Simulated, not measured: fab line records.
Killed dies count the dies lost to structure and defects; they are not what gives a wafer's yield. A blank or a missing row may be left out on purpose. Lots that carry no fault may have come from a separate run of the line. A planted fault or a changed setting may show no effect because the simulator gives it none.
fab line records | flow gf180mcu
record lots=12 wafers=36 last-day=34
route steps=602 shown V1@336 V2@405 M3@424 V3@450
lots with no fault: from the same line, run without faults
start-h: hours from the record's first day to the start of the lot's first wafer shown | wait-h: hours from the lot's prior step to this one | " the same as in the row above | L1.1+2: a row that stands for several wafers | - value missing, or start not given | * or withheld: withheld | < > ~ a bound
route shown NAME@n: a module of which the file shows steps, and the number in the route of the first | usual: mean/standard deviation of fault-free wafers | same: alike in all rows | chamber/n: place in a boat | sites: each site's reading | _std_site: standard deviation of those values | _edge_site: mean of outer sites minus mean of inner sites | radius-mm: for every site, how far away it sits from the centre of the wafer | mask NAME#n: copy n | behind: tool/chamber where the wafer was last shaped | hold: reason for holding the lot/hours on hold/outcome of the hold | device: the n, p or np transistor that did not switch | end of line: the same wafers' tests at the end of the route | a step given without rows: its recipe and nothing more | killed: dies that structure and defects cost at the first sort, which is not the same as the wafer's yield | map: a wafer's dies, x killed, . not, _ none there
set.NAME: the setting as run; set.NAME@STEP: as run at that earlier step | model.NAME: the simulator's own value behind a step, which no gauge read
a sample of lots followed through the steps of the route, with each step as a table and each wafer as a row
services: from which hour (start-h, from the record's first day; less than 0 if before it) a tool's chamber was out of use, for how many hours, and why
## steps
# step GF_V1_THK_MEAS_01
# recipe reads=SiO2_of_V1_CVD_00
# usual V1_CVD_00_THK=598/6.4
# columns lot.wafer tool chamber start-h wait-h V1_CVD_00_THK[nm]
L446.1 film-metro-04 - 378.69 0.0 607
L446.4 " - " " 598
L446.6 " - " " 594
L449.2 film-metro-02 - 408.35 0.1 596
L449.5 " - " " 602
L449.6 " - " " 602
L450.3 film-metro-03 - 411.12 0.1 608
L450.4 " - " " 608
L450.6 " - " " 598
L451.1 film-metro-03 - 418.24 0.1 598
L451.3 " - " " 597
L451.5 " - " " 591
L452.2 film-metro-02 - 435.04 0.1 607
L452.3 " - " " 596
L452.5 " - " " 601
L454.1 film-metro-02 - 460.19 0.0 601
L454.4 " - " " 592
L454.6 " - " " 598
L456.3 film-metro-02 - 480.41 0.1 583
L456.5 " - " " 596
L456.6 " - " " 583
L464.2 film-metro-04 - 553.60 0.1 596
L464.3 " - " " 588
L464.4 " - " " 597
L465.2 film-metro-03 - 562.55 0.0 597
L465.3 " - " " 607
L465.5 " - " " 613
L468.2 film-metro-04 - 573.70 0.1 595
L468.3 " - " " 596
L468.6 " - " " 598
L467.4 film-metro-02 - 577.45 0.1 594
L467.5 " - " " 600
L467.6 " - " " 595
L469.1 film-metro-04 - 589.30 0.0 599
L469.2 " - " " 602
L469.3 " - " " 604
# step GF_V2_CVD_23
# recipe material=W target-thk-nm=350 time-s=104.94 temp-c=400 pressure-torr=40
# usual heater-power-w=896/60 susceptor-temp-C=400.01/0.23
# columns lot.wafer tool chamber start-h wait-h heater-power-w susceptor-temp-C
L446.1 cvd-w-02 0 453.14 0.0 809 400.08
L446.4 " 0 " " 813 400.11
L446.6 " 0 " " 812 400.32
L449.2 cvd-w-01 0 484.13 0.0 871 400.16
L449.5 " 0 " " 879 400.00
L449.6 " 1 " " 929 400.18
L450.3 cvd-w-01 0 487.97 0.1 850 399.83
L450.4 " 1 " " 929 399.79
L450.6 " 1 " " 916 399.80
L451.1 cvd-w-02 1 495.65 0.0 946 399.80
L451.3 " 1 " " 954 399.85
L451.5 " 1 " " 958 399.89
L452.2 cvd-w-02 0 511.68 0.0 821 399.85
L452.3 " 0 " " 842 400.24
L452.5 " 1 " " 944 399.87
L454.1 cvd-w-02 1 535.69 0.0 953 399.64
L454.4 " 1 " " 964 400.09
L454.6 " 0 " " 847 400.23
L456.3 cvd-w-01 0 554.48 0.1 859 399.94
L456.5 " 0 " " 860 400.47
L456.6 " 1 " " 942 400.16
L464.2 cvd-w-01 1 622.08 0.0 944 400.05
L464.3 " 0 " " 887 397.98
L464.4 " 1 " " 938 400.12
L465.2 cvd-w-01 0 630.60 0.0 851 397.80
L465.3 " 1 " " 948 400.31
L465.5 " 0 " " 851 398.03
L468.2 cvd-w-02 1 641.01 0.0 985 400.01
L468.3 " 1 " " 975 399.63
L468.6 " 0 " " 835 400.04
L467.4 cvd-w-02 0 643.75 0.1 829 399.71
L467.5 " 0 " " 842 399.98
L467.6 " 1 " " 986 399.89
L469.1 cvd-w-02 0 655.98 0.0 845 399.90
L469.2 " 1 " " 952 399.98
L469.3 " 0 " " 825 400.19
# step GF_V2_RS_MEAS_24
# recipe thk-meas-gauge=four-point-probe reads=W_of_V2_CVD_23+TiN_of_V2_SPUTTER_22+Ti_of_V2_SPUTTER_21
# usual V2_W_RS=0.328/0.0032
# columns lot.wafer tool chamber start-h wait-h V2_W_RS[ohm/sq]
L446.1 film-metro-04 - 453.25 0.1 0.329
L446.4 " - " " 0.326
L446.6 " - " " 0.329
L449.2 film-metro-04 - 484.26 0.1 0.331
L449.5 " - " " 0.333
L449.6 " - " " 0.329
L450.3 film-metro-01 - 488.08 0.1 0.326
L450.4 " - " " 0.325
L450.6 " - " " 0.324
L451.1 film-metro-04 - 495.76 0.1 0.325
L451.3 " - " " 0.325
L451.5 " - " " 0.324
L452.2 film-metro-01 - 511.81 0.1 0.329
L452.3 " - " " 0.323
L452.5 " - " " 0.325
L454.1 film-metro-03 - 535.80 0.1 0.322
L454.4 " - " " 0.328
L454.6 " - " " 0.330
L456.3 film-metro-01 - 554.60 0.1 0.327
L456.5 " - " " 0.334
L456.6 " - " " 0.324
L464.2 film-metro-01 - 622.21 0.1 0.323
L464.3 " - " " 0.337
L464.4 " - " " 0.326
L465.2 film-metro-03 - 630.73 0.1 0.344
L465.3 " - " " 0.331
L465.5 " - " " 0.348
L468.2 film-metro-01 - 641.14 0.1 0.328
L468.3 " - " " 0.331
L468.6 " - " " 0.328
L467.4 film-metro-03 - 643.88 0.1 0.326
L467.5 " - " " 0.328
L467.6 " - " " 0.330
L469.1 film-metro-03 - 656.09 0.1 0.330
L469.2 " - " " 0.330
L469.3 " - " " 0.329
# step GF_V2_THK_MEAS_25
# recipe thk-meas-gauge=xrf reads=W_of_V2_CVD_23
# usual V2_W_THK=357/4.3
# columns lot.wafer tool chamber start-h wait-h V2_W_THK[nm]
L446.1 film-metro-04 - 453.37 0.1 357
L446.4 " - " " 361
L446.6 " - " " 360
L449.2 film-metro-04 - 484.37 0.1 356
L449.5 " - " " 353
L449.6 " - " " 359
L450.3 film-metro-01 - 488.18 0.1 358
L450.4 " - " " 362
L450.6 " - " " 361
L451.1 film-metro-04 - 495.88 0.1 361
L451.3 " - " " 361
L451.5 " - " " 365
L452.2 film-metro-01 - 511.92 0.1 359
L452.3 " - " " 364
L452.5 " - " " 362
L454.1 film-metro-03 - 535.92 0.1 367
L454.4 " - " " 363
L454.6 " - " " 360
L456.3 film-metro-01 - 554.70 0.1 357
L456.5 " - " " 349
L456.6 " - " " 360
L464.2 film-metro-01 - 622.32 0.1 358
L464.3 " - " " 344
L464.4 " - " " 357
L465.2 film-metro-03 - 630.84 0.1 340
L465.3 " - " " 354
L465.5 " - " " 338
L468.2 film-metro-01 - 641.25 0.1 355
L468.3 " - " " 352
L468.6 " - " " 353
L467.4 film-metro-03 - 643.97 0.1 360
L467.5 " - " " 359
L467.6 " - " " 356
L469.1 film-metro-03 - 656.21 0.1 360
L469.2 " - " " 361
L469.3 " - " " 359
# step GF_M3_OVL_MEAS_15
# usual M3_OVL=1/5.6
# columns lot.wafer tool chamber start-h wait-h M3_OVL[nm]
L446.1 overlay-01 - 477.83 0.1 1
L446.4 " - " " 0
L446.6 " - " " 0
L449.2 overlay-01 - 508.49 0.1 -2
L449.5 " - " " -5
L449.6 " - " " -4
L450.3 overlay-01 - 511.54 0.1 -3
L450.4 " - " " 4
L450.6 " - " " 7
L451.1 overlay-01 - 519.85 0.1 6
L451.3 " - " " 8
L451.5 " - " " 1
L452.2 overlay-01 - 535.49 0.1 -12
L452.3 " - " " -11
L452.5 " - " " -17
L454.1 overlay-01 - 558.89 0.1 4
L454.4 " - " " -3
L454.6 " - " " -9
L456.3 overlay-01 - 577.14 0.1 -5
L456.5 " - " " 4
L456.6 " - " " -1
L464.2 overlay-01 - 641.94 0.1 -3
L464.3 " - " " 6
L464.4 " - " " 0
L465.2 overlay-01 - 651.08 0.1 -2
L465.3 " - " " 4
L465.5 " - " " -6
L468.2 overlay-02 - 661.38 0.1 7
L468.3 " - " " 3
L468.6 " - " " 4
L467.4 overlay-02 - 664.20 0.1 4
L467.5 " - " " 8
L467.6 " - " " 6
L469.1 overlay-02 - 676.03 0.1 -2
L469.2 " - " " 3
L469.3 " - " " -7
# step GF_V3_SPUTTER_21
# recipe material=Ti target-thk-nm=15 chamber-pressure-pa=5 power-w=2500 substrate-temp-c=200 time-s=80.02
# usual throttle-valve-pct=29.6/0.78
# columns lot.wafer tool chamber start-h wait-h throttle-valve-pct
L446.1 pvd-sputter-04 - 503.88 0.0 28.8
L446.4 " - " " 29.0
L446.6 " - " " 29.1
L449.2 pvd-sputter-04 - 533.99 0.0 29.2
L449.5 " - " " 29.4
L449.6 " - " " 30.8
L450.3 pvd-sputter-02 - 536.63 0.0 29.7
L450.4 " - " " 29.6
L450.6 " - " " 30.9
L451.1 pvd-sputter-03 - 544.53 0.0 29.0
L451.3 " - " " 28.9
L451.5 " - " " 29.1
L452.2 pvd-sputter-02 - 560.33 0.0 31.1
L452.3 " - " " 29.3
L452.5 " - " " 29.6
L454.1 pvd-sputter-04 - 583.37 0.0 29.0
L454.4 " - " " 30.7
L454.6 " - " " 28.9
L456.3 pvd-sputter-04 - 601.18 0.0 29.2
L456.5 " - " " 29.1
L456.6 " - " " 28.5
L464.2 pvd-sputter-02 - 662.99 0.0 29.7
L464.3 " - " " 29.8
L464.4 " - " " 30.9
L465.2 pvd-sputter-04 - 672.76 0.0 29.2
L465.3 " - " " 29.1
L465.5 " - " " 29.1
L468.2 pvd-sputter-02 - 682.09 0.0 29.5
L468.3 " - " " 29.5
L468.6 " - " " 29.0
L467.4 pvd-sputter-02 - 684.73 0.0 29.8
L467.5 " - " " 31.1
L467.6 " - " " 29.8
L469.1 pvd-sputter-02 - 696.44 0.0 31.0
L469.2 " - " " 30.0
L469.3 " - " " 29.4
## services
# columns tool chamber start-h hours kind
cvd-w-01 1 451.27 3.0 repair
pvd-sputter-04 1 455.98 - consumable-replace:kit
pvd-sputter-04 1 455.98 18.0 scheduled-down
pvd-sputter-04 1 455.98 18.0 vent-cycle
pvd-sputter-04 - 500.71 2.5 repair
pvd-sputter-04 - 520.86 3.5 repair
pvd-sputter-02 2 584.28 - consumable-replace:kit
pvd-sputter-02 2 584.28 18.0 scheduled-down
pvd-sputter-02 2 584.28 18.0 vent-cycle
pvd-sputter-03 3 604.63 - consumable-replace:kit
pvd-sputter-03 3 604.63 18.0 scheduled-down
pvd-sputter-03 3 604.63 18.0 vent-cycle
cvd-w-02 1 646.33 9.5 repair
cvd-w-01 - 657.74 5.1 repair
cvd-w-01 - 690.96 2.8 pm
## key
first-sign step=GF_V2_CVD_23 reading=susceptor-temp-C direction=down sigmas=9 usual=* struck=*
effect step=GF_V2_RS_MEAS_24 reading=V2_W_RS direction=up sigmas=4.8 usual=0.328 struck=0.343
effect step=GF_V2_THK_MEAS_25 reading=V2_W_THK direction=down sigmas=3.9 usual=357 struck=341
met-at GF_V2_CVD_23
struck-lots L464,L465
struck-wafers L464.3,L465.2,L465.5
not-acting-at GF_V1_THK_MEAS_01,GF_M3_OVL_MEAS_15,GF_V3_SPUTTER_21
onset-between 554.48 622.08
fault kind=process-parameter-drift tool=cvd-w-01 chamber=0 onset-h=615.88 steps=GF_V2_CVD_23 channel=temp-c offset=* shape=step end-h=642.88 acts-in=* stated=*
